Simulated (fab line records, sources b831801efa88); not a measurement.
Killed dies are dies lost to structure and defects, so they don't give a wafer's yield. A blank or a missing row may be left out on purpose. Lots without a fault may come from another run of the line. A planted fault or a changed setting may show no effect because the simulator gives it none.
Chamber matching | flow gf180mcu | GF_POLY_GATE_ETCH_12 on rie_diel-01: 4 sister chambers
The step etches BARC in N2/H2. 4 wafers are shown with their chamber, then 9 later ones without.

WAFERS WITH THEIR CHAMBER
wafer  | chamber | drypump_motor_current_A (A)
L082.5 | 0       | 6.0
L082.6 | 3       | 5.2
L088.1 | 2       | 5.7
L088.5 | 1       | 4.9

WAFERS WITHOUT THEIR CHAMBER
wafer  | drypump_motor_current_A (A)
L090.4 | 4.9
L090.5 | 5.7
L090.6 | 5.2
L094.1 | 5.6
L094.5 | 4.9
L094.6 | 5.7
L095.3 | 5.7
L095.5 | 6.1
L095.6 | 5.2

WHICH CHAMBER EACH WENT THROUGH
wafer  | from the rows above | in truth
L090.4 | 1                   | 1
L090.5 | 2                   | 2
L090.6 | 3                   | 3
L094.1 | 2                   | 2
L094.5 | 1                   | 1
L094.6 | 2                   | 2
L095.3 | 2                   | 2
L095.5 | 0                   | 0
L095.6 | 3                   | 3
Placed correctly: 9 of 9. Can't be placed from these rows: 0. Placed wrongly: 0.
How it was worked out, from the rows above alone: a wafer's distance from a chamber is the root of the sum, over the readings, of the square of ((its reading less the chamber's mean) divided by the reading's scatter). The wafer belongs to the nearest chamber; if the next one is less than 2 further off, it can't be placed. A chamber's mean is the mean of its shown wafers. The scatter: with one shown wafer a chamber, the root of the mean of the squares of how far each hidden wafer lies from its nearest shown one.
